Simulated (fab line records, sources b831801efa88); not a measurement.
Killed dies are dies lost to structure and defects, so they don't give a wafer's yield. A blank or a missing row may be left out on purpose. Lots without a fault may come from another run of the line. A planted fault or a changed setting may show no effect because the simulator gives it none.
fab line records | flow sky130
record lots=6 wafers=18 last_day=50
route steps=708 shown METAL3@561 VIA3@573 PAD_OPEN@708
lots that met no fault: from a run of the same line without faults
start_h: hours from the record's first day to the start of the lot's first wafer shown | wait_h: hours since the lot's step before | " the same as in the row above | L1.1+2: a row that stands for several wafers | - no value, or no start given | * or withheld: withheld | < > ~ a bound
route shown NAME@n: a module of which the file shows steps, and the number in the route of the first | usual: mean/standard deviation of fault-free wafers | same: alike in all rows | chamber/n: place in a boat | sites: the reading at each site | _std_site: their standard deviation | _edge_site: outer sites' mean less inner sites' | radius_mm: how far each site lies from the wafer's centre | mask NAME#n: copy n | behind: the tool/chamber that last shaped the wafer | hold: why the lot was held/for how many hours/how that ended | device: the transistor (n, p or np) that didn't switch | end of line: the same wafers' tests at the end of the route | a step without rows: its recipe alone | killed: dies lost to structure and defects at the first sort, not the wafer's yield | map: a wafer's dies, x killed, . not, _ none there
set.NAME: the setting as run; set.NAME@STEP: as run at that earlier step | model.NAME: the simulator's own value behind a step, which no gauge read
lots at some steps of the route; a table a step, a row a wafer
services: from which hour (start_h, from the record's first day; less than 0 if before it) a tool's chamber was out of use, for how many hours, and why
## steps
# step SKY_METAL3_PEB_11
# recipe peb_temp_c=withheld peb_time_s=withheld resist=KrF-thick
# step SKY_METAL3_DEVELOP_12
# recipe develop_time_s=60 resist=KrF-thick dev_temp_c=21
# step SKY_METAL3_CD_MEAS_13
# recipe target_cd_nm=300
# usual cd_nm=299.7/1.5
# columns lot.wafer tool chamber start_h wait_h cd_nm
L751.1 cd_sem-02 - 954.57 - 300.6
L751.2 " - " " 298.8
L751.4 " - " " 299.4
L752.2 cd_sem-02 - 966.14 - 299.3
L752.3 " - " " 299.3
L752.5 " - " " 298.5
L753.1 cd_sem-02 - 969.86 - 297.7
L753.3 " - " " 298.0
L753.6 " - " " 298.4
L757.1 cd_sem-01 - 987.61 - 298.3
L757.3 " - " " 298.9
L757.6 " - " " 299.2
L767.1 cd_sem-01 - 1052.52 - 302.8
L767.3 " - " " 300.8
L767.5 " - " " 301.4
L769.2 cd_sem-02 - 1058.78 - 300.1
L769.5 " - " " 299.3
L769.6 " - " " 299.6
# step SKY_METAL3_OVL_MEAS_14
# usual METAL3_OVL=1/4.6
# columns lot.wafer tool chamber start_h wait_h METAL3_OVL[nm]
L751.1 overlay-02 - 954.69 0.1 2
L751.2 " - " " 4
L751.4 " - " " -2
L752.2 overlay-02 - 966.24 0.1 11
L752.3 " - " " 6
L752.5 " - " " 6
L753.1 overlay-02 - 969.98 0.1 0
L753.3 " - " " -3
L753.6 " - " " -2
L757.1 overlay-01 - 987.73 0.1 0
L757.3 " - " " 1
L757.6 " - " " 1
L767.1 overlay-02 - 1052.64 0.1 -4
L767.3 " - " " -7
L767.5 " - " " -4
L769.2 overlay-01 - 1058.89 0.1 -3
L769.5 " - " " 7
L769.6 " - " " 5
# step SKY_METAL3_DESCUM_15
# recipe chemistry=O2 source_power_w=150 bias_power_w=0 pressure_mtorr=10 temp_c=40 time_s=8
# usual drypump_motor_current_A=5.95/0.29 oes_product_au=1.002/0.01
# same bias_power_w=0 time_s=8
# columns lot.wafer tool chamber start_h wait_h drypump_motor_current_A oes_product_au rf_hours_counter_h
L751.1 rie_metal-02 0 954.72 0.0 5.97 0.997 12
L751.2 " 1 " " 6.43 1.005 13
L751.4 " 0 " " 6.00 0.990 -
L752.2 rie_metal-02 1 966.27 0.0 6.48 0.984 14
L752.3 " 0 " " 6.00 0.997 -
L752.5 " 0 " " 5.99 0.997 -
L753.1 rie_metal-04 1 970.02 0.0 5.90 1.012 2
L753.3 " 0 " " 5.86 1.015 -
L753.6 " 1 " " 5.90 1.004 -
L757.1 rie_metal-01 0 987.77 0.0 5.43 1.002 19
L757.3 " 1 " " 5.98 0.998 -
L757.6 " 0 " " 5.44 0.983 -
L767.1 rie_metal-04 0 1052.67 0.0 5.86 1.020 5
L767.3 " 0 " " 5.85 1.020 -
L767.5 " 1 " " 5.94 1.004 -
L769.2 rie_metal-02 1 1058.92 0.0 6.46 1.004 20
L769.5 " 1 " " 6.46 1.006 -
L769.6 " 0 " " 6.01 0.995 -
# step SKY_METAL3_ETCH_16
# recipe chemistry=N2/H2 target=BARC ion_energy_ev=200 bias_w=100 pressure_mtorr=30 n2_flow_sccm=100 h2_flow_sccm=200 icp_w=500 stop_on=SiO2 time_s=88.2 target_depth_a=600
# step SKY_METAL3_ETCH_17
# recipe target=SiO2 stop_on=TiN chemistry=C4F8/O2/Ar source_w=1500 bias_w=1200 pressure_mtorr=40 c4f8_flow_sccm=withheld O2_flow_sccm=6 Ar_flow_sccm=300 time_s=3.9 target_depth_a=150
# usual oes_product_au=0.755/0.0069
# same time_s=3.9
# columns lot.wafer tool chamber start_h wait_h oes_product_au rf_hours_counter_h
L751.1 rie_diel-04 1 954.85 0.1 0.752 14
L751.2 " 3 " " 0.743 24
L751.4 " 0 " " 0.754 16
L752.2 rie_diel-04 0 966.40 0.1 0.752 16
L752.3 " 3 " " 0.756 25
L752.5 " 3 " " 0.752 -
L753.1 rie_diel-01 1 970.15 0.1 0.758 18
L753.3 " 0 " " 0.756 15
L753.6 " 2 " " 0.759 -
L757.1 rie_diel-03 2 987.90 0.1 0.753 13
L757.3 " 1 " " 0.748 20
L757.6 " 3 " " 0.764 -
L767.1 rie_diel-03 1 1052.81 0.1 0.744 23
L767.3 " 2 " " 0.753 15
L767.5 " 1 " " 0.757 -
L769.2 rie_diel-03 3 1059.05 0.1 0.747 18
L769.5 " 3 " " 0.746 -
L769.6 " 1 " " 0.756 -
# step SKY_METAL3_METAL_ETCH_18
# recipe target_depth_a=8450 stop_on=SiO2 over_etch_frac=0.3 time_s=183.1 chemistry=Cl2/BCl3 resist_sidewall_deg=88 pressure_mtorr=10 icp_w=900 bias_w=48.5 Cl2_flow_sccm=60 bcl3_flow_sccm=30
# usual drypump_motor_current_A=5.9/0.32 oes_product_au=0.868/0.0065 throttle_valve_pct=22.265/0.0088
# same time_s=183.1
# columns lot.wafer tool chamber start_h wait_h drypump_motor_current_A oes_product_au rf_hours_counter_h throttle_valve_pct
L751.1 rie_metal-01 1 954.87 0.0 6.0 0.873 5 22.264
L751.2 " 0 " " 5.4 0.875 17 22.263
L751.4 " 1 " " 6.0 0.857 - 22.264
L752.2 rie_metal-01 1 966.42 0.0 6.0 0.869 6 22.272
L752.3 " 0 " " 5.4 0.853 - 22.255
L752.5 " 1 " " 6.0 0.863 - 22.257
L753.1 rie_metal-02 1 970.17 0.0 6.4 0.872 14 22.249
L753.3 " 0 " " 6.0 0.867 - 22.293
L753.6 " 0 " " 6.0 0.874 - 22.263
L757.1 rie_metal-04 0 987.92 0.0 5.9 0.878 1 22.264
L757.3 " 0 " " 5.9 0.867 - 22.273
L757.6 " 1 " " 5.9 0.873 - 22.257
L767.1 rie_metal-02 0 1052.82 0.0 6.0 0.869 18 22.278
L767.3 " 1 " " 6.5 0.877 - 22.267
L767.5 " 0 " " 6.0 0.875 - 22.264
L769.2 rie_metal-04 0 1059.07 0.0 5.8 0.861 6 22.265
L769.5 " 0 " " 5.8 0.871 - 22.250
L769.6 " 1 " " 5.9 0.867 - 22.247
# step SKY_METAL3_STRIP_19
# recipe chemistry=O2/N2 power_w=1400 pressure_mtorr=1500 platen_temp_c=withheld o2_flow_sccm=3000 n2_flow_sccm=300 overash_fraction=0.5
# usual drypump_motor_current_A=5.8/0.44 oes_product_au=0.502/0.0058 strip_time_to_endpoint_s=6.54/0.083
# columns lot.wafer tool chamber start_h wait_h drypump_motor_current_A oes_product_au rf_hours_counter_h strip_time_to_endpoint_s
L751.1 plasma_asher-02 0 955.05 0.1 6.5 0.495 86 6.49
L751.2 " 1 " " 5.8 0.504 86 6.53
L751.4 " 0 " " 6.5 0.504 - 6.54
L752.2 plasma_asher-04 0 966.60 0.1 6.0 0.505 22 6.57
L752.3 " 1 " " 5.3 0.503 - 6.60
L752.5 " 1 " " 5.2 0.504 - 6.46
L753.1 plasma_asher-04 0 970.34 0.1 5.9 0.500 23 6.55
L753.3 " 0 " " 5.9 0.500 - 6.51
L753.6 " 0 " " 5.9 0.501 - 6.48
L757.1 plasma_asher-04 0 988.09 0.1 6.0 0.494 24 6.33
L757.3 " 1 " " 5.3 0.487 - 6.27
L757.6 " 0 " " 5.9 0.503 - 6.45
L767.1 plasma_asher-04 0 1053.00 0.1 5.9 0.507 31 6.51
L767.3 " 1 " " 5.2 0.516 - 6.57
L767.5 " 1 " " 5.2 0.496 - 6.53
L769.2 plasma_asher-02 1 1059.25 0.1 5.8 0.497 95 6.40
L769.5 " 1 " " 5.8 0.494 - 6.36
L769.6 " 0 " " 6.5 0.495 - 6.49
# step SKY_METAL3_STRIP_20
# recipe chemistry=post_etch_residue_remover time_s=1200 temp_c=72.5
# step SKY_METAL3_CLEAN_21
# recipe chemistry=IPA time_s=180 temp_c=25
# step SKY_METAL3_CLEAN_22
# recipe chemistry=O3/DIW dry=n2_spin
# step SKY_VIA3_HDPCVD_00
# recipe material=SiO2 target_thk_nm=1635 sigma_open_frac=0.3 time_s=272.5 temp_c=400 sih4_flow_sccm=60 pressure_mtorr=6
# usual run_length_s=300.1/0.35
# columns lot.wafer tool chamber start_h wait_h run_length_s model.SiO2_of_VIA3_HDPCVD_00.thk_nm
L751.1 hdpcvd-01 1 955.64 0.0 300.2 1678
L751.2 " 2 " " 299.5 1648
L751.4 " 0 " " 300.1 1665
L752.2 hdpcvd-01 1 967.20 0.0 290.2 1599
L752.3 " 2 " " 289.3 1572
L752.5 " 1 " " 289.2 1596
L753.1 hdpcvd-01 1 970.98 0.0 289.9 1602
L753.3 " 2 " " 289.1 1598
L753.6 " 1 " " 289.7 1606
L757.1 hdpcvd-02 2 988.74 0.0 299.9 1637
L757.3 " 0 " " 300.9 1620
L757.6 " 1 " " 300.2 1627
L767.1 hdpcvd-01 1 1053.63 0.0 300.0 1670
L767.3 " 0 " " 300.0 1671
L767.5 " 2 " " 299.8 1645
L769.2 hdpcvd-02 1 1059.87 0.0 300.1 1646
L769.5 " 1 " " 300.9 1632
L769.6 " 0 " " 300.6 1645
# step SKY_VIA3_THK_MEAS_01
# recipe reads=SiO2_of_VIA3_HDPCVD_00
# usual VIA3_HDPCVD_THK=1644/18
# columns lot.wafer tool chamber start_h wait_h VIA3_HDPCVD_THK[nm]
L751.1 film_metro-01 - 955.81 0.1 1678
L751.2 " - " " 1649
L751.4 " - " " 1664
L752.2 film_metro-03 - 967.38 0.1 1599
L752.3 " - " " 1572
L752.5 " - " " 1594
L753.1 film_metro-01 - 971.14 0.1 1601
L753.3 " - " " 1599
L753.6 " - " " 1606
L757.1 film_metro-03 - 988.91 0.1 1638
L757.3 " - " " 1621
L757.6 " - " " 1627
L767.1 film_metro-01 - 1053.80 0.1 1668
L767.3 " - " " 1672
L767.5 " - " " 1645
L769.2 film_metro-01 - 1060.05 0.1 1646
L769.5 " - " " 1633
L769.6 " - " " 1646
# step SKY_VIA3_CMP_02
# recipe material=SiO2 down_force_psi=4 platen_rpm=60 pad_velocity_m_s=0.94248
# usual motor_current_A=12.4/1.2
# columns lot.wafer tool chamber start_h wait_h motor_current_A
L751.2 cmp-01 2 955.87 0.0 10.6
L751.1 " 3 " " 12.1
L751.4 " 1 " " 13.0
L752.3 cmp-02 3 967.43 0.0 11.4
L752.2 " 2 " " 11.9
L752.5 " 3 " " 11.0
L753.3 cmp-01 1 971.30 0.1 14.3
L753.1 " 2 " " 10.2
L753.6 " 3 " " 12.0
L757.3 cmp-01 2 989.02 0.1 10.0
L757.1 " 3 " " 12.4
L757.6 " 2 " " 10.3
L767.3 cmp-02 2 1053.91 0.1 11.9
L767.1 " 3 " " 11.2
L767.5 " 1 " " 14.0
L769.2 cmp-02 0 1060.15 0.1 12.4
L769.5 " 3 " " 11.3
L769.6 " 0 " " 11.7
# step SKY_PAD_OPEN_PROBE_99
# usual defect_limited_yield=82.7/1.9 killed_at_M0_to_M3=43/6.8 killed_at_M4_up=3.0/1.8 killed_at_contacts=23/5.4 killed_at_front_end=15/4.4 killed_at_other=0.3/0.51 killed_dies=85/9.2 killed_open=47/6.8 killed_short=39/6.8 sort_bin_3_pad_short=0.8/0.43 sort_bin_5_function=10.3/1.5 sort_bin_6_memory=6.2/0.96 sort_n_pass=407/9.2 sort_yield_pct=82.7/1.9
# same gross_dies=492 killed_at_back_side=0 sort_bin_4_leakage[%]=0 sort_bin_8_speed[%]=0
# columns lot.wafer tool chamber start_h wait_h defect_limited_yield[%] killed_at_M0_to_M3 killed_at_M4_up killed_at_contacts killed_at_front_end killed_at_other killed_dies killed_open killed_short sort_bin_3_pad_short[%] sort_bin_5_function[%] sort_bin_6_memory[%] sort_n_pass sort_yield_pct[%]
L751.1 prober-01 - 1118.08 0.1 81.3 48 3 23 16 2 92 51 41 1.2 11.2 6.3 400 81.3
L751.2 prober-01 - 1118.13 0.1 83.1 50 1 18 14 0 83 48 35 0.8 10.0 6.1 409 83.1
L751.4 prober-01 - 1118.23 0.2 85.0 34 3 20 17 0 74 47 27 0.4 8.7 5.9 418 85.0
L752.2 prober-02 - 1128.52 0.1 84.3 38 2 24 13 0 77 43 34 0 8.5 7.1 415 84.3
L752.3 prober-02 - 1128.57 0.2 87.8 31 1 18 10 0 60 35 25 0.8 7.3 4.1 432 87.8
L752.5 prober-02 - 1128.67 0.2 84.6 48 2 17 8 1 76 40 36 0.4 8.5 6.5 416 84.6
L753.1 prober-01 - 1130.78 0.1 83.7 40 2 24 14 0 80 47 33 1.0 8.9 6.3 412 83.7
L753.3 prober-01 - 1130.88 0.2 79.1 48 1 40 14 0 103 58 45 0.4 13.0 7.5 389 79.1
L753.6 prober-01 - 1131.03 0.2 81.1 55 5 20 13 0 93 49 44 1.0 12.2 5.7 399 81.1
L757.1 prober-01 - 1144.43 0.1 81.9 42 5 20 22 0 89 53 36 0.8 11.0 6.3 403 81.9
L757.3 prober-01 - 1144.53 0.2 82.7 40 3 27 15 0 85 55 30 0.2 11.4 5.7 407 82.7
L757.6 prober-01 - 1144.68 0.2 82.5 47 3 25 11 0 86 43 43 0.8 11.4 5.3 406 82.5
# killed by level:class
L751.1 CONTACT:geometric_particle:open=12 VIA1:geometric_particle:open=9 POLY_GATE:geometric_particle:open=6 VIA2:geometric_particle:open=6 VIA2:geometric_particle:short=6 METAL2:geometric_particle:short=6 FIELD_ISO:geometric_particle:open=5 VIA1:geometric_particle:short=5
L751.2 VIA1:geometric_particle:open=13 VIA3:geometric_particle:open=11 METAL1:geometric_particle:short=10 CONTACT:geometric_particle:open=8 FIELD_ISO:geometric_particle:short=4 FIELD_ISO:geometric_particle:open=4 LI_CONTACT:geometric_particle:open=4 CONTACT:geometric_particle:short=4
L751.4 VIA2:geometric_particle:open=10 CONTACT:geometric_particle:open=9 LI_CONTACT:geometric_particle:open=7 POLY_GATE:geometric_particle:short=6 POLY_GATE:geometric_particle:open=5 VIA1:geometric_particle:open=5 VIA1:geometric_particle:short=3 VIA3:geometric_particle:open=3
L752.2 VIA2:geometric_particle:open=10 LI_CONTACT:geometric_particle:open=9 CONTACT:geometric_particle:open=7 FIELD_ISO:geometric_particle:open=5 VIA1:geometric_particle:open=5 METAL1:geometric_particle:short=4 METAL2:geometric_particle:short=4 CONTACT:geometric_particle:short=4
L752.3 VIA1:geometric_particle:open=7 LI_CONTACT:geometric_particle:open=6 METAL2:geometric_particle:short=6 VIA3:geometric_particle:open=6 CONTACT:geometric_particle:open=5 CONTACT:geometric_particle:short=4 POLY_GATE:geometric_particle:open=4 VIA2:geometric_particle:open=4
L752.5 VIA1:geometric_particle:open=9 METAL2:geometric_particle:open=8 LI_CONTACT:geometric_particle:open=6 METAL1:geometric_particle:short=6 METAL2:geometric_particle:short=6 CONTACT:geometric_particle:open=5 METAL3:geometric_particle:short=5 VIA1:geometric_particle:short=4
L753.1 VIA1:geometric_particle:open=9 VIA2:geometric_particle:open=9 LI_CONTACT:geometric_particle:open=7 CONTACT:geometric_particle:open=6 VIA1:geometric_particle:short=5 VIA3:geometric_particle:open=5 METAL2:geometric_particle:short=5 CONTACT:geometric_particle:short=4
L753.3 CONTACT:geometric_particle:open=15 VIA1:geometric_particle:open=11 LI_CONTACT:geometric_particle:open=11 VIA1:geometric_particle:short=9 VIA2:geometric_particle:open=7 CONTACT:geometric_particle:short=6 FIELD_ISO:geometric_particle:short=4 LOCAL_INTERCONNECT:geometric_particle:short=4
L753.6 VIA1:geometric_particle:open=10 VIA2:geometric_particle:open=9 METAL2:geometric_particle:short=9 VIA3:geometric_particle:open=7 LI_CONTACT:geometric_particle:open=6 CONTACT:geometric_particle:short=5 VIA1:geometric_particle:short=5 METAL4:geometric_particle:short=4
L757.1 VIA1:geometric_particle:open=11 FIELD_ISO:geometric_particle:short=9 VIA2:geometric_particle:open=9 CONTACT:geometric_particle:open=8 FIELD_ISO:geometric_particle:open=5 POLY_GATE:geometric_particle:open=5 LI_CONTACT:geometric_particle:open=5 METAL1:geometric_particle:short=5
L757.3 VIA2:geometric_particle:open=11 LI_CONTACT:geometric_particle:open=10 CONTACT:geometric_particle:open=9 FIELD_ISO:geometric_particle:open=8 VIA3:geometric_particle:open=5 POLY_GATE:geometric_particle:open=4 VIA1:geometric_particle:open=4 CONTACT:geometric_particle:short=4
L757.6 LI_CONTACT:geometric_particle:open=10 VIA1:geometric_particle:open=10 METAL2:geometric_particle:short=7 CONTACT:geometric_particle:open=7 VIA1:geometric_particle:short=7 CONTACT:geometric_particle:short=6 VIA3:geometric_particle:short=6 VIA2:geometric_particle:open=6
## services
# columns tool chamber start_h hours kind
plasma_asher-02 - 935.86 4.3 repair
rie_diel-03 2 938.91 5.5 repair
plasma_asher-04 - 942.64 4.4 repair
hdpcvd-02 - 950.25 15.0 pm
rie_diel-04 1 962.95 9.9 repair
cmp-02 - 974.49 5.3 repair
rie_diel-03 3 977.63 2.0 repair
rie_diel-04 3 980.89 3.2 repair
cmp-01 - 982.13 6.0 pm
rie_metal-04 1 984.65 1.3 repair
cmp-01 - 991.32 1.5 repair
rie_diel-03 0 996.29 115.3 repair
rie_diel-03 2 1006.80 2.0 repair
rie_diel-03 2 1011.03 3.7 repair
rie_diel-04 1 1018.24 9.8 repair
rie_diel-03 3 1019.48 5.2 repair
plasma_asher-02 - 1019.71 14.2 repair
hdpcvd-02 2 1020.20 8.0 repair
hdpcvd-02 0 1030.76 9.1 repair
plasma_asher-04 - 1037.40 3.3 repair
rie_diel-03 1 1039.47 5.5 repair
hdpcvd-01 - 1043.53 6.0 pm
rie_metal-01 - 1047.77 22.0 repair
hdpcvd-01 - 1051.17 1.2 repair
## key
first_sign step=SKY_VIA3_HDPCVD_00 reading=run_length_s direction=down sigmas=30 usual=* struck=*
effect step=SKY_VIA3_THK_MEAS_01 reading=VIA3_HDPCVD_THK direction=down sigmas=2.7 usual=1644 struck=1595
model_effect step=SKY_VIA3_HDPCVD_00 value=SiO2_of_VIA3_HDPCVD_00.thk_nm without=1659 struck=1596
met_at SKY_VIA3_HDPCVD_00
struck_wafers L752.2,L752.3,L752.5,L753.1,L753.3,L753.6
onset_between 955.64 967.20
fault kind=process_parameter_drift tool=hdpcvd-01 chamber=- onset_h=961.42 steps=SKY_VIA3_HDPCVD_00 channel=time_s offset=* shape=step end_h=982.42 acts_in=* stated=*
